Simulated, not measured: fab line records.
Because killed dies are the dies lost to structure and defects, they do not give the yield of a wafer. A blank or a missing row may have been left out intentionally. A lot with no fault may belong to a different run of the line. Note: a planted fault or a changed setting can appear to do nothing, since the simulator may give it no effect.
fab line records -- flow sky130
record lots=5, wafers=14, last-day=49
route steps=708 shown LI_CONTACT@385 LOCAL_INTERCONNECT@387 PAD_OPEN@708
lots that met no fault: from a run of the same line without faults
start-h: hours from the record's first day to the start of the lot's first wafer shown -- wait-h: hours since the lot's step before -- " identical to the entry in the row above -- L1.1+2: a row that stands for several wafers -- - no value, or no start was given -- * or withheld: withheld -- < > ~ a bound
route shown NAME@n: NAME is a module with steps in the file, n the number in the route of the first one -- usual: the fault-free wafers' mean and standard deviation -- same: alike in all rows -- chamber/n: place in a boat -- sites: readings site by site -- _std_site: the values' standard deviation -- _edge_site: the outer-site mean with the inner-site mean subtracted -- radius-mm: for every site, how far away it sits from the centre of the wafer -- mask NAME#n: copy n -- behind: the last tool/chamber to shape the wafer -- hold: reason for holding the lot/hours on hold/outcome of the hold -- device: whichever transistor did not switch (one of n, p or np) -- end of line: the route-end tests of the same wafers -- a step with no rows: only its recipe -- killed: not the wafer's yield, but the dies lost to structure and defects at the first sort -- map: a wafer's dies, x killed, . not, _ none there
set.NAME: setting as actually run; set.NAME@STEP: the setting as run at that earlier step -- model.NAME: the simulator's own value behind a step, which no gauge read
lots at some steps of the route; a table a step, a row a wafer
services: when a tool's chamber went out of use (start-h, in hours from the record's first day, below 0 if earlier), for how many hours, and the reason
## steps
# step SKY_LI_CONTACT_THK_MEAS_23
# recipe thk-meas-gauge=xrf, reads=W_of_LI_CONTACT_CVD_21
# usual LI_CONTACT_W_THK=383/5.1
lot.wafer,tool,chamber,start-h,wait-h,LI_CONTACT_W_THK[nm]
L229.1,film-metro-03,-,712.09,0.1,387
L229.3,film-metro-03,-,712.09,0.1,389
L229.4,film-metro-03,-,712.09,0.1,388
L232.1,film-metro-03,-,739.50,0.1,381
L232.3,film-metro-03,-,739.50,0.1,377
L232.4,film-metro-03,-,739.50,0.1,381
L234.2,film-metro-03,-,746.02,0.1,396
L234.3,film-metro-03,-,746.02,0.1,393
L234.6,film-metro-03,-,746.02,0.1,383
L235.1,film-metro-03,-,750.11,0.1,387
L235.2,film-metro-03,-,750.11,0.1,386
L235.3,film-metro-03,-,750.11,0.1,384
L242.4,film-metro-02,-,806.07,0.1,385
L242.6,film-metro-02,-,806.07,0.1,387
# step SKY_LI_CONTACT_CMP_24
# recipe stop-on=PSG, t-overpolish-s=20, down-force-psi=3.5, platen-rpm=60, target-thk-nm=0, pad-velocity-m-s=0.94248
# usual motor-current-A=10.8/0.97, overpolish-run-s=20.000/0.01, time-to-endpoint-s=97/4.3
lot.wafer,tool,chamber,start-h,wait-h,motor-current-A,overpolish-run-s,time-to-endpoint-s
L229.1,cmp-01,3,712.15,0.1,11.2,20.012,97
L229.4,cmp-01,1,712.15,0.1,10.3,19.988,95
L229.3,cmp-01,2,712.15,0.1,9.8,20.004,102
L232.1,cmp-01,2,739.61,0.1,10.4,20.010,102
L232.3,cmp-01,3,739.61,0.1,11.4,20.009,97
L232.4,cmp-01,0,739.61,0.1,10.6,20.018,99
L234.3,cmp-02,0,746.07,0.0,11.5,19.985,103
L234.2,cmp-02,3,746.07,0.0,10.6,19.999,103
L234.6,cmp-02,0,746.07,0.0,12.1,19.992,104
L235.1,cmp-01,1,750.17,0.1,10.2,20.008,98
L235.2,cmp-01,2,750.17,0.1,9.8,20.001,99
L235.3,cmp-01,3,750.17,0.1,12.1,19.993,93
L242.4,cmp-01,3,806.25,0.2,11.7,19.984,92
L242.6,cmp-01,1,806.25,0.2,10.2,20.006,93
# step SKY_LOCAL_INTERCONNECT_SPUTTER_00
# recipe material=TiN, target-thk-nm=100, temp-c=300, power-w=6500, time-s=83.3, chamber-pressure-pa=0.4
# usual throttle-valve-pct=29.8/0.79
lot.wafer,tool,chamber,start-h,wait-h,throttle-valve-pct
L229.1,pvd-sputter-02,-,712.45,0.2,29.5
L229.3,pvd-sputter-02,-,712.45,0.2,29.0
L229.4,pvd-sputter-02,-,712.45,0.2,30.9
L232.1,pvd-sputter-02,-,739.86,0.2,28.8
L232.3,pvd-sputter-02,-,739.86,0.2,30.1
L232.4,pvd-sputter-02,-,739.86,0.2,31.1
L234.2,pvd-sputter-02,-,746.37,0.1,30.1
L234.3,pvd-sputter-02,-,746.37,0.1,28.8
L234.6,pvd-sputter-02,-,746.37,0.1,29.7
L235.1,pvd-sputter-02,-,750.47,0.2,30.8
L235.2,pvd-sputter-02,-,750.47,0.2,29.9
L235.3,pvd-sputter-02,-,750.47,0.2,28.6
L242.4,pvd-sputter-01,-,806.40,0.1,28.7
L242.6,pvd-sputter-01,-,806.40,0.1,29.3
# step SKY_LOCAL_INTERCONNECT_RS_MEAS_01
# recipe thk-meas-gauge=four-point-probe, reads=TiN_of_LOCAL_INTERCONNECT_SPUTTER_00
# usual LOCAL_INTERCONNECT_TIN_RS=14.21/0.13
lot.wafer,tool,chamber,start-h,wait-h,LOCAL_INTERCONNECT_TIN_RS[ohm/sq]
L229.1,film-metro-03,-,712.51,0.0,14.32
L229.3,film-metro-03,-,712.51,0.0,14.23
L229.4,film-metro-03,-,712.51,0.0,14.35
L232.1,film-metro-01,-,739.93,0.0,14.17
L232.3,film-metro-01,-,739.93,0.0,14.29
L232.4,film-metro-01,-,739.93,0.0,14.23
L234.2,film-metro-04,-,746.46,0.1,14.31
L234.3,film-metro-04,-,746.46,0.1,14.16
L234.6,film-metro-04,-,746.46,0.1,14.45
L235.1,film-metro-03,-,750.53,0.0,14.06
L235.2,film-metro-03,-,750.53,0.0,14.13
L235.3,film-metro-03,-,750.53,0.0,13.99
L242.4,film-metro-03,-,806.52,0.1,13.98
L242.6,film-metro-03,-,806.52,0.1,14.04
# step SKY_LOCAL_INTERCONNECT_THK_MEAS_02
# recipe thk-meas-gauge=xrf, reads=TiN_of_LOCAL_INTERCONNECT_SPUTTER_00
# usual LOCAL_INTERCONNECT_TIN_THK=99.3/0.94
lot.wafer,tool,chamber,start-h,wait-h,LOCAL_INTERCONNECT_TIN_THK[nm]
L229.1,film-metro-03,-,712.63,0.1,98.2
L229.3,film-metro-03,-,712.63,0.1,99.4
L229.4,film-metro-03,-,712.63,0.1,98.5
L232.1,film-metro-01,-,740.05,0.1,98.7
L232.3,film-metro-01,-,740.05,0.1,97.8
L232.4,film-metro-01,-,740.05,0.1,98.3
L234.2,film-metro-04,-,746.57,0.1,98.2
L234.3,film-metro-04,-,746.57,0.1,99.1
L234.6,film-metro-04,-,746.57,0.1,97.3
L235.1,film-metro-03,-,750.65,0.1,101.0
L235.2,film-metro-03,-,750.65,0.1,100.5
L235.3,film-metro-03,-,750.65,0.1,101.6
L242.4,film-metro-03,-,806.61,0.1,101.2
L242.6,film-metro-03,-,806.61,0.1,101.0
# step SKY_LOCAL_INTERCONNECT_DEHYDRATE_03
# recipe temp-c=200, time-s=60
# step SKY_LOCAL_INTERCONNECT_HMDS_04
# recipe prime-time-s=60, prime-temp-c=120
# step SKY_LOCAL_INTERCONNECT_COAT_05
# recipe resist=BARC, temp-c=withheld, time-s=withheld, spin-rpm=3000, resist-thk-nm=60
# step SKY_LOCAL_INTERCONNECT_COAT_06
# recipe resist=KrF-thick, spin-rpm=3000, resist-thk-nm=450
# step SKY_LOCAL_INTERCONNECT_SOFTBAKE_07
# recipe temp-c=100, time-s=90, resist=KrF-thick
# step SKY_LOCAL_INTERCONNECT_EXPOSE_08
# recipe mask-id=LI1M, na=0.8, source-shape=annular, sigma-inner=0.55, sigma-outer=0.85, target-cd-nm=170, dose-mj=28
# step SKY_LOCAL_INTERCONNECT_PEB_09
# recipe peb-temp-c=withheld, peb-time-s=withheld, resist=KrF-thick
# step SKY_LOCAL_INTERCONNECT_DEVELOP_10
# recipe develop-time-s=60, resist=KrF-thick, dev-temp-c=21
# usual chill-plate-temp-C=23.00/0.093
lot.wafer,tool,chamber,start-h,wait-h,chill-plate-temp-C
L229.1,litho-track-04,0,740,-,22.97
L229.3,litho-track-04,0,740,-,22.88
L229.4,litho-track-04,0,740,-,23.02
L232.1,litho-track-04,0,766,-,22.91
L232.3,litho-track-04,0,766,-,23.05
L232.4,litho-track-04,0,766,-,23.08
L234.2,litho-track-02,0,773,-,22.91
L234.3,litho-track-02,0,773,-,22.93
L234.6,litho-track-02,0,773,-,22.98
L235.1,litho-track-01,0,777,-,23.03
L235.2,litho-track-01,0,777,-,23.13
L235.3,litho-track-01,0,777,-,23.14
L242.4,litho-track-01,0,832,-,22.90
L242.6,litho-track-01,0,832,-,23.07
# step SKY_LOCAL_INTERCONNECT_CD_MEAS_11
# recipe target-cd-nm=170
# usual cd-nm=169.9/1.3
lot.wafer,tool,chamber,start-h,wait-h,cd-nm
L229.1,cd-sem-02,-,740.48,-,169.7
L229.3,cd-sem-02,-,740.48,-,170.5
L229.4,cd-sem-02,-,740.48,-,170.2
L232.1,cd-sem-01,-,766.63,-,168.5
L232.3,cd-sem-01,-,766.63,-,168.2
L232.4,cd-sem-01,-,766.63,-,168.5
L234.2,cd-sem-02,-,773.57,-,169.3
L234.3,cd-sem-02,-,773.57,-,171.3
L234.6,cd-sem-02,-,773.57,-,169.9
L235.1,cd-sem-01,-,777.91,-,169.0
L235.2,cd-sem-01,-,777.91,-,171.4
L235.3,cd-sem-01,-,777.91,-,170.5
L242.4,cd-sem-02,-,832.97,-,169.6
L242.6,cd-sem-02,-,832.97,-,172.7
# step SKY_LOCAL_INTERCONNECT_OVL_MEAS_12
# usual LOCAL_INTERCONNECT_OVL=-1/5.3
lot.wafer,tool,chamber,start-h,wait-h,LOCAL_INTERCONNECT_OVL[nm]
L229.1,overlay-01,-,740.60,0.1,-7
L229.3,overlay-01,-,740.60,0.1,-5
L229.4,overlay-01,-,740.60,0.1,-5
L232.1,overlay-02,-,766.75,0.1,4
L232.3,overlay-02,-,766.75,0.1,2
L232.4,overlay-02,-,766.75,0.1,6
L234.2,overlay-01,-,773.67,0.1,4
L234.3,overlay-01,-,773.67,0.1,1
L234.6,overlay-01,-,773.67,0.1,-1
L235.1,overlay-01,-,778.03,0.1,-2
L235.2,overlay-01,-,778.03,0.1,0
L235.3,overlay-01,-,778.03,0.1,4
L242.4,overlay-02,-,833.05,0.1,2
L242.6,overlay-02,-,833.05,0.1,-6
# step SKY_LOCAL_INTERCONNECT_ETCH_13
# recipe chemistry=N2/H2, target=BARC, ion-energy-ev=200, bias-w=100, pressure-mtorr=30, n2-flow-sccm=100, h2-flow-sccm=200, icp-w=500, stop-on=SiO2, time-s=45.9, target-depth-a=600
# usual drypump-motor-current-A=5.5/0.36, n2-flow-sccm=99.98/0.29, oes-product-au=0.854/0.005, throttle-valve-pct=13.225/0.0082
lot.wafer,tool,chamber,start-h,wait-h,drypump-motor-current-A,n2-flow-sccm,oes-product-au,rf-hours-counter-h,throttle-valve-pct,model.LOCAL_INTERCONNECT.cd-nm
L229.1,rie-metal-04,1,740.63,0.0,5.8,100.31,0.847,9,13.214,170.8
L229.3,rie-metal-04,1,740.63,0.0,5.8,100.06,0.856,-,13.200,171.6
L229.4,rie-metal-04,0,740.63,0.0,5.7,100.22,0.862,-,13.228,171
L232.1,rie-metal-02,1,766.78,0.0,5.8,99.92,0.858,7,13.237,168.4
L232.3,rie-metal-02,0,766.78,0.0,4.8,99.96,0.853,-,13.225,167.5
L232.4,rie-metal-02,1,766.78,0.0,5.7,99.92,0.855,-,13.222,168.2
L234.2,rie-metal-04,0,773.70,0.0,5.7,99.97,0.858,13,13.223,168.6
L234.3,rie-metal-04,0,773.70,0.0,5.7,99.30,0.850,-,13.222,171.5
L234.6,rie-metal-04,1,773.70,0.0,5.8,100.29,0.853,-,13.232,170.6
L235.1,rie-metal-03,1,778.07,0.0,5.1,100.32,0.854,5,13.234,168.5
L235.2,rie-metal-03,0,778.07,0.0,5.5,100.34,0.861,1,13.218,172
L235.3,rie-metal-03,1,778.07,0.0,5.1,100.41,0.851,-,13.200,169.5
L242.4,rie-metal-04,1,833.09,0.0,5.8,99.47,0.857,-,13.232,171.6
L242.6,rie-metal-04,0,833.09,0.0,5.7,99.97,0.855,-,13.226,172.8
# step SKY_LOCAL_INTERCONNECT_METAL_ETCH_14
# recipe target-depth-nm=110, stop-on=PSG, chemistry=Cl2/BCl3, target=TiN, resist-sidewall-deg=88, pressure-mtorr=10, icp-w=900, bias-w=48.5, Cl2_flow_sccm=60, bcl3-flow-sccm=30, time-s=31.4
# usual bcl3-flow-sccm=30.00/0.089, drypump-motor-current-A=5.5/0.36, oes-product-au=0.938/0.0065, throttle-valve-pct=21.902/0.011
lot.wafer,tool,chamber,start-h,wait-h,bcl3-flow-sccm,drypump-motor-current-A,oes-product-au,rf-hours-counter-h,throttle-valve-pct,model.LOCAL_INTERCONNECT.cd-nm
L229.1,rie-metal-04,1,740.70,0.0,30.03,5.8,0.928,9,21.909,169.4
L229.3,rie-metal-04,1,740.70,0.0,30.00,5.8,0.940,-,21.896,170.4
L229.4,rie-metal-04,0,740.70,0.0,30.13,5.7,0.939,-,21.918,171.2
L232.1,rie-metal-02,1,766.85,0.0,29.88,5.7,0.936,7,21.888,168.3
L232.3,rie-metal-02,0,766.85,0.0,29.97,4.8,0.941,-,21.908,167.7
L232.4,rie-metal-02,1,766.85,0.0,29.93,5.7,0.938,-,21.881,168.7
L234.2,rie-metal-04,0,773.77,0.0,30.10,5.7,0.943,13,21.898,168.8
L234.3,rie-metal-04,0,773.77,0.0,30.22,5.7,0.944,-,21.892,172.3
L234.6,rie-metal-04,1,773.77,0.0,29.89,5.8,0.933,-,21.924,169.1
L235.1,rie-metal-03,1,778.13,0.0,30.01,5.1,0.946,5,21.890,168.7
L235.2,rie-metal-03,0,778.13,0.0,30.11,5.5,0.941,1,21.887,172.4
L235.3,rie-metal-03,1,778.13,0.0,29.96,5.1,0.945,-,21.917,169.3
L242.4,rie-metal-04,1,833.15,0.0,29.94,5.8,0.951,-,21.906,170.7
L242.6,rie-metal-04,0,833.15,0.0,30.01,5.7,0.941,-,21.903,173.1
# step SKY_LOCAL_INTERCONNECT_STRIP_15
# recipe chemistry=O2/N2, power-w=1400, pressure-mtorr=1500, platen-temp-c=withheld, o2-flow-sccm=3000, n2-flow-sccm=300, overash-fraction=0.5
# usual drypump-motor-current-A=5.8/0.3, n2-flow-sccm=300.1/0.89, oes-product-au=0.427/0.0043, strip-time-to-endpoint-s=4.719/0.024
lot.wafer,tool,chamber,start-h,wait-h,drypump-motor-current-A,n2-flow-sccm,oes-product-au,rf-hours-counter-h,strip-time-to-endpoint-s
L229.1,plasma-asher-04,1,740.75,0.0,6.3,300.8,0.425,92,4.722
L229.3,plasma-asher-04,0,740.75,0.0,5.7,300.3,0.433,-,4.700
L229.4,plasma-asher-04,1,740.75,0.0,6.3,300.7,0.434,-,4.735
L232.1,plasma-asher-04,0,766.90,0.0,5.8,301.2,0.427,95,4.726
L232.3,plasma-asher-04,0,766.90,0.0,5.8,299.4,0.424,-,4.729
L232.4,plasma-asher-04,1,766.90,0.0,6.4,299.9,0.424,-,4.742
L234.2,plasma-asher-01,1,773.82,0.0,5.4,300.0,0.424,37,4.679
L234.3,plasma-asher-01,1,773.82,0.0,5.4,300.5,0.420,-,4.696
L234.6,plasma-asher-01,0,773.82,0.0,5.5,297.7,0.419,-,4.694
L235.1,plasma-asher-01,0,778.18,0.0,5.5,299.7,0.427,37,4.715
L235.2,plasma-asher-01,1,778.18,0.0,5.4,299.4,0.436,37,4.729
L235.3,plasma-asher-01,0,778.18,0.0,5.5,299.6,0.422,-,4.724
L242.4,plasma-asher-04,0,833.22,0.1,5.7,300.2,0.429,-,4.726
L242.6,plasma-asher-04,1,833.22,0.1,6.4,300.9,0.429,-,4.732
# step SKY_PAD_OPEN_PROBE_99
# usual killed_at_M0_to_M3=43/6.8, killed_at_M4_up=3.0/1.6, killed-at-contacts=25/6, killed-at-front-end=15/4.4, killed-at-other=0.3/0.52, killed-dies=86/9.6, killed-open=47/6.7, killed-short=39/6.8
# same gross-dies=492, killed-at-back-side=0
lot.wafer,tool,chamber,start-h,wait-h,killed_at_M0_to_M3,killed_at_M4_up,killed-at-contacts,killed-at-front-end,killed-at-other,killed-dies,killed-open,killed-short,model.etest.res-li.line-ohm-um
L229.1,prober-01,-,1102.13,0.1,48,3,14,8,1,74,34,40,76.02
L229.3,prober-01,-,1102.23,0.2,42,3,20,14,0,79,45,33,75.48
L229.4,prober-01,-,1102.28,0.2,46,3,20,18,0,87,53,34,75.26
L232.1,prober-01,-,1121.06,0.1,43,1,27,11,0,82,45,37,76.29
L232.3,prober-01,-,1121.16,0.2,48,2,24,11,0,85,44,41,76.44
L232.4,prober-01,-,1121.21,0.2,42,3,28,9,1,83,43,40,76.2
L234.2,prober-02,-,1128.36,0.1,41,3,33,17,0,94,48,46,75.93
L234.3,prober-02,-,1128.41,0.2,43,3,25,22,0,93,53,39,74.27
L234.6,prober-02,-,1128.56,0.2,46,1,23,10,0,80,38,42,76.71
L235.1,prober-01,-,1129.99,0.1,42,3,24,28,1,98,47,51,74.91
L235.2,prober-01,-,1130.04,0.1,38,2,26,16,2,84,39,45,73.98
L235.3,prober-01,-,1130.09,0.2,32,5,35,14,0,86,44,42,74.29
L242.4,prober-02,-,1170.68,0.2,35,2,35,9,0,81,49,32,73.84
L242.6,prober-02,-,1170.78,0.2,44,4,25,16,0,89,53,36,73.39
# killed by level:class
L229.1 VIA3:geometric-particle:open=8 VIA2:geometric-particle:open=7 LI_CONTACT:geometric-particle:open=6 METAL2:geometric-particle:short=6 VIA3:geometric-particle:short=6 VIA1:geometric-particle:open=5 VIA2:geometric-particle:short=5 CONTACT:geometric-particle:open=4
L229.3 VIA3:geometric-particle:open=10 LI_CONTACT:geometric-particle:open=8 VIA1:geometric-particle:open=8 CONTACT:geometric-particle:open=6 POLY_GATE:geometric-particle:open=5 VIA1:geometric-particle:short=5 METAL2:geometric-particle:short=4 VIA2:geometric-particle:short=4
L229.4 VIA1:geometric-particle:open=14 VIA3:geometric-particle:open=8 CONTACT:geometric-particle:open=7 VIA1:geometric-particle:short=7 POLY_GATE:geometric-particle:open=5 LI_CONTACT:geometric-particle:short=5 LI_CONTACT:geometric-particle:open=5 METAL1:geometric-particle:short=4
L232.1 VIA1:geometric-particle:open=10 CONTACT:geometric-particle:open=9 METAL1:geometric-particle:short=6 LI_CONTACT:geometric-particle:open=5 VIA1:geometric-particle:short=5 METAL2:geometric-particle:short=5 LOCAL_INTERCONNECT:geometric-particle:short=4 CONTACT:geometric-particle:short=4
L232.3 VIA1:geometric-particle:open=14 VIA2:geometric-particle:open=9 CONTACT:geometric-particle:short=8 METAL3:geometric-particle:short=6 METAL1:geometric-particle:short=6 LI_CONTACT:geometric-particle:open=5 POLY_GATE:geometric-particle:short=4 CONTACT:geometric-particle:open=4
L232.4 VIA1:geometric-particle:open=10 LI_CONTACT:geometric-particle:open=9 METAL1:geometric-particle:short=9 CONTACT:geometric-particle:short=8 CONTACT:geometric-particle:open=8 VIA3:geometric-particle:open=7 METAL2:geometric-particle:short=5 METAL3:geometric-particle:short=5
L234.2 VIA1:geometric-particle:open=11 CONTACT:geometric-particle:open=10 LI_CONTACT:geometric-particle:open=8 POLY_GATE:geometric-particle:short=5 CONTACT:geometric-particle:short=5 METAL3:geometric-particle:short=5 LI_CONTACT:geometric-particle:short=4 LOCAL_INTERCONNECT:geometric-particle:short=4
L234.3 CONTACT:geometric-particle:open=10 VIA1:geometric-particle:open=9 VIA2:geometric-particle:open=9 METAL2:geometric-particle:short=7 FIELD_ISO:geometric-particle:open=6 POLY_GATE:geometric-particle:open=6 POLY_GATE:geometric-particle:short=5 LI_CONTACT:geometric-particle:open=5
L234.6 METAL2:geometric-particle:short=7 CONTACT:geometric-particle:open=7 VIA3:geometric-particle:open=7 METAL3:geometric-particle:short=6 VIA3:geometric-particle:short=6 LI_CONTACT:geometric-particle:short=5 VIA1:geometric-particle:open=5 VIA2:geometric-particle:open=5
L235.1 METAL2:geometric-particle:short=9 CONTACT:geometric-particle:open=9 VIA3:geometric-particle:open=7 METAL1:geometric-particle:short=6 FIELD_ISO:geometric-particle:short=5 POLY_GATE:geometric-particle:open=5 LI_CONTACT:geometric-particle:open=5 VIA1:geometric-particle:open=5
L235.2 LI_CONTACT:geometric-particle:open=8 VIA1:geometric-particle:open=7 CONTACT:geometric-particle:open=6 VIA1:geometric-particle:short=6 VIA3:geometric-particle:open=5 CONTACT:geometric-particle:short=5 METAL1:geometric-particle:short=5 METAL2:geometric-particle:short=4
L235.3 LI_CONTACT:geometric-particle:open=17 VIA1:geometric-particle:short=7 FIELD_ISO:geometric-particle:open=5 POLY_GATE:geometric-particle:open=4 LI_CONTACT:geometric-particle:short=4 LOCAL_INTERCONNECT:geometric-particle:short=4 CONTACT:geometric-particle:open=4 CONTACT:geometric-particle:short=4
L242.4 LI_CONTACT:geometric-particle:open=13 VIA1:geometric-particle:open=12 CONTACT:geometric-particle:open=8 LI_CONTACT:geometric-particle:short=5 CONTACT:geometric-particle:short=5 VIA2:geometric-particle:open=5 LOCAL_INTERCONNECT:geometric-particle:short=4 METAL1:geometric-particle:short=3
L242.6 LI_CONTACT:geometric-particle:open=11 VIA3:geometric-particle:open=10 VIA1:geometric-particle:open=9 VIA2:geometric-particle:open=7 CONTACT:geometric-particle:open=6 VIA1:geometric-particle:short=5 METAL4:geometric-particle:short=4 POLY_GATE:geometric-particle:short=4
## services
tool,chamber,start-h,hours,kind
pvd-sputter-02,-,734.09,4.4,repair
cmp-01,-,740.25,1.4,repair
cmp-01,-,744.00,4.0,pm
cmp-01,-,748.00,-,consumable-replace:conditioner
cmp-01,-,748.00,-,consumable-replace:pad
rie-metal-03,0,749.87,-,clean
rie-metal-03,0,749.87,17.5,scheduled-down
rie-metal-03,0,749.87,17.5,vent-cycle
rie-metal-02,0,751.79,1.2,repair
rie-metal-04,-,755.94,14.6,pm
cmp-01,-,762.19,0.5,repair
cmp-02,-,796.69,1.6,repair
rie-metal-03,-,803.73,15.6,pm
## key
first-sign none at tools or gauges
model-effect step=SKY_LOCAL_INTERCONNECT_ETCH_13, value=LOCAL_INTERCONNECT.cd-nm, without=168.5, struck=172.8
model-effect step=SKY_LOCAL_INTERCONNECT_METAL_ETCH_14, value=LOCAL_INTERCONNECT.cd-nm, without=168.8, struck=173.1
model-effect step=SKY_PAD_OPEN_PROBE_99, value=etest.res-li.line-ohm-um, without=75.24, struck=73.39
met-at SKY_LOCAL_INTERCONNECT_DEVELOP_10
struck-wafers L242.6
tester-left-out L242
onset-between 777 832
fault kind=process-parameter-drift, tool=litho-track-01, chamber=-, onset-h=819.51, steps=SKY_LOCAL_INTERCONNECT_DEVELOP_10, channel=develop-time-s, offset=*, shape=step, end-h=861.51, scope=struck-wafers-only, acts-in=*, stated=*
# tester-left-out: of these lots the tester's yield and bins aren't shown, on N5 and GAA mostly nor the transistor test; their killed dies are dies lost to structure and defects alone, not to doping, threshold or leakage, so they don't give the yield
